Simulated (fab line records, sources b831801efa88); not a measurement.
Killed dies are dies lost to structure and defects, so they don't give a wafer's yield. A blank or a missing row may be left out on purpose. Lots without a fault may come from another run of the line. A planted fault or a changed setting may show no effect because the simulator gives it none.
A struck lot beside a sound one | flow sky130 | 26 steps out of a route of 708
Sound: wafers L905.1, L905.3, L905.5. Struck: wafer L912.5. (L912.3 of the same lot was not struck and is left out.) The cause comes at the end.
At each step with rows: each side's tool, then ch and its chambers, then its first start. Under that, the readings that differ: sound wafers | struck wafers | difference of the means | sigmas: that difference in standard deviations of wafers without a fault.
alike: readings whose means differ by less than 2 such deviations, and words and numbers that are the same on both sides. not compared: withheld readings, readings that some wafer has no value for, bounds like >300 that may hide the same value, and numbers for which the record gives no deviation and whose values overlap.
The two part at a step that has a row with sigmas, a row that says differs or no value, or rows on one side only. Numbers that don't overlap but have no deviation are shown without sigmas and don't part them. A reading that every wafer of one side lacks parts them only if that side has two wafers or more.

first, 8 steps without rows for these wafers: SKY_FIELD_ISO_DEHYDRATE_05 (time 60 s); SKY_FIELD_ISO_HMDS_06 (prime time 60 s); SKY_FIELD_ISO_COAT_07 (resist thk 60 nm); SKY_FIELD_ISO_COAT_08 (resist thk 450 nm); SKY_FIELD_ISO_SOFTBAKE_09 (time 90 s); SKY_FIELD_ISO_EXPOSE_10 (exposes mask FOM, target cd 150 nm); SKY_FIELD_ISO_PEB_11; SKY_FIELD_ISO_DEVELOP_12 (develop time 60 s).
SKY_FIELD_ISO_CD_MEAS_13: target cd 150 nm.
  sound on cd_sem-02, day 2 09:28; struck on cd_sem-01, day 3 21:26
  alike: cd_nm
SKY_FIELD_ISO_ETCH_14: etches BARC in N2/H2, stops on SiO2, time 45.9 s, target depth 60 nm.
  sound on rie_diel-02 ch 2,3, day 2 09:35; struck on rie_diel-01 ch 0, day 3 21:31
  alike: chamber_pressure_mTorr, drypump_motor_current_A, n2_flow_sccm, oes_product_au, run_length_s, throttle_valve_pct
  not compared: rf_hours_counter_h
SKY_FIELD_ISO_ETCH_15: etches the open film in CHF3/O2, stops on Si, target depth 180 nm, time 72 s.
  sound on rie_diel-02 ch 2,3, day 2 09:37; struck on rie_diel-01 ch 0, day 3 21:34
  alike: chamber_pressure_mTorr, chf3_flow_sccm, drypump_motor_current_A, oes_product_au, run_length_s, throttle_valve_pct
  not compared: rf_hours_counter_h
SKY_FIELD_ISO_STRIP_16: strips in O2/N2.
  sound on plasma_asher-01 ch 0,1, day 2 09:41; struck on plasma_asher-04 ch 0, day 3 21:39
  reading                      | sound             | struck | difference | sigmas
  strip_time_to_endpoint_s (s) | 3.543 3.549 3.543 | 3.599  | +0.054     | +2
  alike: chamber_pressure_mTorr, drypump_motor_current_A, n2_flow_sccm, oes_product_au
  not compared: rf_hours_counter_h
SKY_FIELD_ISO_ETCH_17: etches Si in HBr/Cl2/O2, target depth 342 nm, time 97.7 s.
  sound on rie_si-02 ch 0,1,3, day 2 09:47; struck on rie_si-01 ch 1, day 3 21:43
  reading                                     | sound             | struck | difference | sigmas
  he_backside_leak_sccm (sccm)                | 3.01 2.84 2.90    | 2.43   | -0.49      | -2
  run_length_s (s)                            | 126.0 126.5 125.4 | 90.7   | -35.3      | -78
  model.etch.depth_nm (nm)                    | 342.7 340.2 342.8 | 218.4  | -123.5     |
  model.FIELD_ISO.feature_depth_nm (nm)       | 342.7 340.2 342.8 | 218.4  | -123.5     |
  model.Si3N4_of_FIELD_ISO_CVD_03.thk_nm (nm) | 149.3 148.1 150.2 | 155.8  | +6.6       |
  alike: chamber_pressure_mTorr, drypump_motor_current_A, oes_product_au, throttle_valve_pct
  not compared: rf_hours_counter_h
then, 5 steps without rows for these wafers: SKY_FIELD_ISO_WET_ETCH_18 (etches Si3N4 in H3PO4, target depth 25 nm, time 286 s); SKY_FIELD_ISO_CLEAN_19 (cleans in SC1/SC2, time 150 s); SKY_FIELD_ISO_CLEAN_20 (cleans in dHF, time 20 s); SKY_FIELD_ISO_WET_ETCH_21 (etches SiO2 in dHF, target depth 20 nm, time 400 s); SKY_FIELD_ISO_OXIDATION_22 (stabilise 600 s, purge 300 s, target thk 10 nm).
SKY_FIELD_ISO_THK_MEAS_23:
  sound on film_metro-01, day 2 11:18; struck on film_metro-02, day 3 23:15
  alike: FIELD_ISO_OXIDATION_01_THK
then, 1 step without rows for these wafers: SKY_FIELD_ISO_CVD_24 (deposits SiO2, target thk 595 nm, time 99.2 s).
SKY_FIELD_ISO_THK_MEAS_25:
  sound on film_metro-02, day 2 11:26; struck on film_metro-03, day 3 23:23
  alike: FIELD_ISO_CVD_24_THK
then, 1 step without rows for these wafers: SKY_FIELD_ISO_ANNEAL_26 (time 1800 s).
SKY_FIELD_ISO_CMP_27: polishes, stops on Si3N4, t overpolish 16 s, target thk 457.8 nm.
  sound on cmp-02 ch 0,1,3, day 2 13:53; struck on cmp-02 ch 3, day 4 01:50
  alike: motor_current_A, overpolish_run_s, retaining_ring_pressure_frac, time_to_endpoint_s
SKY_FIELD_ISO_WET_ETCH_28: etches SiO2 in dHF, target depth 23.7 nm, time 47 s.
  sound on wet_bench-03 ch 1, day 2 14:08; struck on wet_bench-04 ch 2, day 4 02:02
  reading                                     | sound             | struck | difference | sigmas
  model.Si3N4_of_FIELD_ISO_CVD_03.thk_nm (nm) | 118.7 117.4 119.5 | 124.8  | +6.3       |
  alike: run_length_s, temp_c
then, 1 step without rows for these wafers: SKY_FIELD_ISO_WET_ETCH_29 (etches Si3N4 in H3PO4, target depth 160 nm, time 1825 s).
-- the record jumps here: 44 days lie between the struck wafers' starts before and after (it left off in module FIELD_ISO and takes up again in module PAD_OPEN, whose first step shown is number 708 of the route) --
SKY_PAD_OPEN_PROBE_99:
  sound on prober-01, day 45 16:37; struck on prober-01, day 47 17:04
  reading                                 | sound                         | struck    | difference | sigmas
  model.etest.res_p_drift_20v.line_ohm_um | 1.132e+04 1.099e+04 1.165e+04 | 7861      | -3459      |
  model.etest.pfet_16v.r_on_ohm_um        | 1.556e+04 1.539e+04 1.567e+04 | 1.21e+04  | -3.44e+03  |
  model.etest.res_p_drift_20v.rs_ohm_sq   | 9529 9273 9670                | 6477      | -3014      |
  model.etest.res_iso_pwell.rs_ohm_sq     | 3128 3081 3253                | 1880      | -1274      |
  model.etest.nfet_16v.r_on_ohm_um        | 1.451e+04 1.436e+04 1.443e+04 | 1.322e+04 | -1.213e+03 |
  model.etest.res_iso_pwell.line_ohm_um   | 1200 1168 1231                | 708.8     | -490.9     |
  model.etest.res_nwell.line_ohm_um       | 1168 1152 1186                | 852.6     | -316.1     |
  model.etest.res_nwell.rs_ohm_sq         | 978.4 959.1 985.2             | 708       | -266       |

WHERE THEY PART
First at SKY_FIELD_ISO_STRIP_16; last, within this record, at SKY_FIELD_ISO_ETCH_17. Later steps at which nothing parts them and some readings are alike: SKY_FIELD_ISO_THK_MEAS_23, SKY_FIELD_ISO_THK_MEAS_25, SKY_FIELD_ISO_CMP_27, SKY_FIELD_ISO_WET_ETCH_28.

WHY: what the simulator had put in
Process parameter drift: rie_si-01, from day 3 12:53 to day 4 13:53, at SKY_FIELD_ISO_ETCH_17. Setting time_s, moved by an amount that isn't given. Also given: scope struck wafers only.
